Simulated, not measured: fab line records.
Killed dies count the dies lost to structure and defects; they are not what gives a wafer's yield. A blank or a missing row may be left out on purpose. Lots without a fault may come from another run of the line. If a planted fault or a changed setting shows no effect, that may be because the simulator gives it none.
Lot-split experiment || flow sfq line || 23 wafers read from 5 lots, route of 325 steps

SPLIT DETAILS
At SFQ_TRILAYER_L0_VIA_LITHO_COAT_013 (resist thk 650 nm), the setting resist thk nm was moved away from the recipe's 650 nm on 6 of the 23 wafers read, by +2.9% to +5.1%. This setting was run at the recipe's value on the other wafers.

FROM THE SPLIT TO THE READING: what the file shows between them, 1 step
- SFQ_TRILAYER_L0_VIA_BARC_OPEN_VIA_ETCH_021: etches BARC in O2, target depth 125 nm, time 41.7 s (also split here: bias w)

THE READING
KrF_of_TRILAYER_L0_VIA_LITHO_COAT_013.thk nm (the simulator's own value, which no gauge read), in nm, at SFQ_TRILAYER_L0_VIA_ETCH_VIA_ETCH_016 (etches SiO2 in CHF3, stops on MoNx KI, target depth 80 nm). The file gives no usual value for it. Across the 17 wafers here that went through the recipe, the average is 560.6 nm and the standard deviation 3.9 nm.

{"wafer": "L078.1", "tool, chamber at the split": "litho track-03, 0", "resist thk nm as run, nm": 650, "against the recipe": "recipe", "KrF_of_TRILAYER_L0_VIA_LITHO_COAT_013.thk nm, nm": 563.2, "against lot-mates on the recipe": "-"}
{"wafer": "L078.3", "tool, chamber at the split": "litho track-03, 0", "resist thk nm as run, nm": 683.4, "against the recipe": "+5.1%", "KrF_of_TRILAYER_L0_VIA_LITHO_COAT_013.thk nm, nm": 597.7, "against lot-mates on the recipe": "+34.7"}
{"wafer": "L078.4", "tool, chamber at the split": "litho track-03, 0", "resist thk nm as run, nm": 683.4, "against the recipe": "+5.1%", "KrF_of_TRILAYER_L0_VIA_LITHO_COAT_013.thk nm, nm": 601.1, "against lot-mates on the recipe": "+38.1"}
{"wafer": "L078.5", "tool, chamber at the split": "litho track-03, 0", "resist thk nm as run, nm": 650, "against the recipe": "recipe", "KrF_of_TRILAYER_L0_VIA_LITHO_COAT_013.thk nm, nm": 562.8, "against lot-mates on the recipe": "-"}
{"wafer": "L078.6", "tool, chamber at the split": "litho track-03, 0", "resist thk nm as run, nm": 683.4, "against the recipe": "+5.1%", "KrF_of_TRILAYER_L0_VIA_LITHO_COAT_013.thk nm, nm": 596, "against lot-mates on the recipe": "+33.0"}
{"wafer": "L079.3", "tool, chamber at the split": "litho track-03, 0", "resist thk nm as run, nm": 650, "against the recipe": "recipe", "KrF_of_TRILAYER_L0_VIA_LITHO_COAT_013.thk nm, nm": 561.9, "against lot-mates on the recipe": "-"}
{"wafer": "L079.4", "tool, chamber at the split": "litho track-03, 0", "resist thk nm as run, nm": 650, "against the recipe": "recipe", "KrF_of_TRILAYER_L0_VIA_LITHO_COAT_013.thk nm, nm": 562.8, "against lot-mates on the recipe": "-"}
{"wafer": "L079.5", "tool, chamber at the split": "litho track-03, 0", "resist thk nm as run, nm": 650, "against the recipe": "recipe", "KrF_of_TRILAYER_L0_VIA_LITHO_COAT_013.thk nm, nm": 562.8, "against lot-mates on the recipe": "-"}
{"wafer": "L081.1", "tool, chamber at the split": "litho track-04, 0", "resist thk nm as run, nm": 650, "against the recipe": "recipe", "KrF_of_TRILAYER_L0_VIA_LITHO_COAT_013.thk nm, nm": 557.9, "against lot-mates on the recipe": "-"}
{"wafer": "L081.3", "tool, chamber at the split": "litho track-04, 0", "resist thk nm as run, nm": 650, "against the recipe": "recipe", "KrF_of_TRILAYER_L0_VIA_LITHO_COAT_013.thk nm, nm": 552.8, "against lot-mates on the recipe": "-"}
{"wafer": "L081.4", "tool, chamber at the split": "litho track-04, 0", "resist thk nm as run, nm": 650, "against the recipe": "recipe", "KrF_of_TRILAYER_L0_VIA_LITHO_COAT_013.thk nm, nm": 555.4, "against lot-mates on the recipe": "-"}
{"wafer": "L081.5", "tool, chamber at the split": "litho track-04, 0", "resist thk nm as run, nm": 650, "against the recipe": "recipe", "KrF_of_TRILAYER_L0_VIA_LITHO_COAT_013.thk nm, nm": 554.2, "against lot-mates on the recipe": "-"}
{"wafer": "L081.6", "tool, chamber at the split": "litho track-04, 0", "resist thk nm as run, nm": 650, "against the recipe": "recipe", "KrF_of_TRILAYER_L0_VIA_LITHO_COAT_013.thk nm, nm": 554.2, "against lot-mates on the recipe": "-"}
{"wafer": "L083.1", "tool, chamber at the split": "litho track-03, 0", "resist thk nm as run, nm": 650, "against the recipe": "recipe", "KrF_of_TRILAYER_L0_VIA_LITHO_COAT_013.thk nm, nm": 566.1, "against lot-mates on the recipe": "-"}
{"wafer": "L083.2", "tool, chamber at the split": "litho track-03, 0", "resist thk nm as run, nm": 650, "against the recipe": "recipe", "KrF_of_TRILAYER_L0_VIA_LITHO_COAT_013.thk nm, nm": 563.7, "against lot-mates on the recipe": "-"}
{"wafer": "L083.3", "tool, chamber at the split": "litho track-03, 0", "resist thk nm as run, nm": 650, "against the recipe": "recipe", "KrF_of_TRILAYER_L0_VIA_LITHO_COAT_013.thk nm, nm": 563.4, "against lot-mates on the recipe": "-"}
{"wafer": "L083.5", "tool, chamber at the split": "litho track-03, 0", "resist thk nm as run, nm": 650, "against the recipe": "recipe", "KrF_of_TRILAYER_L0_VIA_LITHO_COAT_013.thk nm, nm": 562.5, "against lot-mates on the recipe": "-"}
{"wafer": "L083.6", "tool, chamber at the split": "litho track-03, 0", "resist thk nm as run, nm": 650, "against the recipe": "recipe", "KrF_of_TRILAYER_L0_VIA_LITHO_COAT_013.thk nm, nm": 564, "against lot-mates on the recipe": "-"}
{"wafer": "L085.1", "tool, chamber at the split": "litho track-03, 0", "resist thk nm as run, nm": 650, "against the recipe": "recipe", "KrF_of_TRILAYER_L0_VIA_LITHO_COAT_013.thk nm, nm": 560.9, "against lot-mates on the recipe": "-"}
{"wafer": "L085.3", "tool, chamber at the split": "litho track-03, 0", "resist thk nm as run, nm": 650, "against the recipe": "recipe", "KrF_of_TRILAYER_L0_VIA_LITHO_COAT_013.thk nm, nm": 561.2, "against lot-mates on the recipe": "-"}
{"wafer": "L085.4", "tool, chamber at the split": "litho track-03, 0", "resist thk nm as run, nm": 668.9, "against the recipe": "+2.9%", "KrF_of_TRILAYER_L0_VIA_LITHO_COAT_013.thk nm, nm": 579.4, "against lot-mates on the recipe": "+18.4"}
{"wafer": "L085.5", "tool, chamber at the split": "litho track-03, 0", "resist thk nm as run, nm": 668.9, "against the recipe": "+2.9%", "KrF_of_TRILAYER_L0_VIA_LITHO_COAT_013.thk nm, nm": 576.4, "against lot-mates on the recipe": "+15.4"}
{"wafer": "L085.6", "tool, chamber at the split": "litho track-03, 0", "resist thk nm as run, nm": 668.9, "against the recipe": "+2.9%", "KrF_of_TRILAYER_L0_VIA_LITHO_COAT_013.thk nm, nm": 580.6, "against lot-mates on the recipe": "+19.6"}

THE FIT
A straight line over all 23 wafers: KrF_of_TRILAYER_L0_VIA_LITHO_COAT_013.thk nm changes by +7.12 nm for each +1% of resist thk nm; r = +0.96; the points scatter about the line by 3.8 nm.
The same after taking each lot's own level away (the mean of its wafers on the recipe; 23 wafers): +6.71 nm for each +1%; r = +0.99; scatter 1.6 nm.
That fit puts the effect of the largest move of resist thk nm on the reading at 34 nm.
Across the lots, their own levels run from 554.90 to 563.94 nm, a range of 2.3 times the standard deviation given above.
The two slopes agree, so the slope changes little with the lot-to-lot level.
Check: with one of the wafers moved furthest among these (+5.1%) left out of the fit, the line predicts +34.2 nm for it against its lot-mates. It came out at +34.7 nm against them.

FURTHER SPLITS ON THESE WAFERS
Note: prior to the reading, these wafers also went through further splits. Each is held against what the fit with the lots' levels taken away leaves over:
{"other split on the same wafers": "SFQ_TRILAYER_INCOMING_OXIDATION_002 temp c", "wafers away from the commonest value": 18, "r with KrF_of_TRILAYER_L0_VIA_LITHO_COAT_013.thk nm (lot level and that fit taken away)": -0.24}
{"other split on the same wafers": "SFQ_TRILAYER_L0_DEP_SPUTTER_003 power w", "wafers away from the commonest value": 8, "r with KrF_of_TRILAYER_L0_VIA_LITHO_COAT_013.thk nm (lot level and that fit taken away)": -0.01}
{"other split on the same wafers": "SFQ_TRILAYER_L0_ETCH_METAL_ETCH_008 icp w", "wafers away from the commonest value": 11, "r with KrF_of_TRILAYER_L0_VIA_LITHO_COAT_013.thk nm (lot level and that fit taken away)": -0.25}
{"other split on the same wafers": "SFQ_TRILAYER_L0_VIA_BARC_OPEN_VIA_ETCH_021 bias w", "wafers away from the commonest value": 7, "r with KrF_of_TRILAYER_L0_VIA_LITHO_COAT_013.thk nm (lot level and that fit taken away)": -0.35}

THE WHOLE CHAIN: every reading that the file lists as answering this split, in the file's order
{"step": "SFQ_TRILAYER_L0_VIA_LITHO_COAT_013", "what it does": "resist thk 650 nm", "reading": "KrF_of_TRILAYER_L0_VIA_LITHO_COAT_013.thk nm (the simulator's own value, which no gauge read)", "change (the file's fit)": "+6.37 nm for each +1% of the setting", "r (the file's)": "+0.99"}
{"step": "SFQ_TRILAYER_L0_VIA_BARC_OPEN_VIA_ETCH_021", "what it does": "etches BARC in O2, target depth 125 nm, time 41.7 s", "reading": "KrF_of_TRILAYER_L0_VIA_LITHO_COAT_013.thk nm (the simulator's own value, which no gauge read)", "change (the file's fit)": "+6.6 nm for each +1% of the setting", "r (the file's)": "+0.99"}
{"step": "SFQ_TRILAYER_L0_VIA_ETCH_VIA_ETCH_016", "what it does": "etches SiO2 in CHF3, stops on MoNx KI, target depth 80 nm", "reading": "KrF_of_TRILAYER_L0_VIA_LITHO_COAT_013.thk nm (the simulator's own value, which no gauge read)", "change (the file's fit)": "+6.68 nm for each +1% of the setting", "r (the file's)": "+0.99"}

THE FILE'S OWN FIT
KrF_of_TRILAYER_L0_VIA_LITHO_COAT_013.thk nm changes by +6.68 nm for each +1% of resist thk nm, r = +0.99.
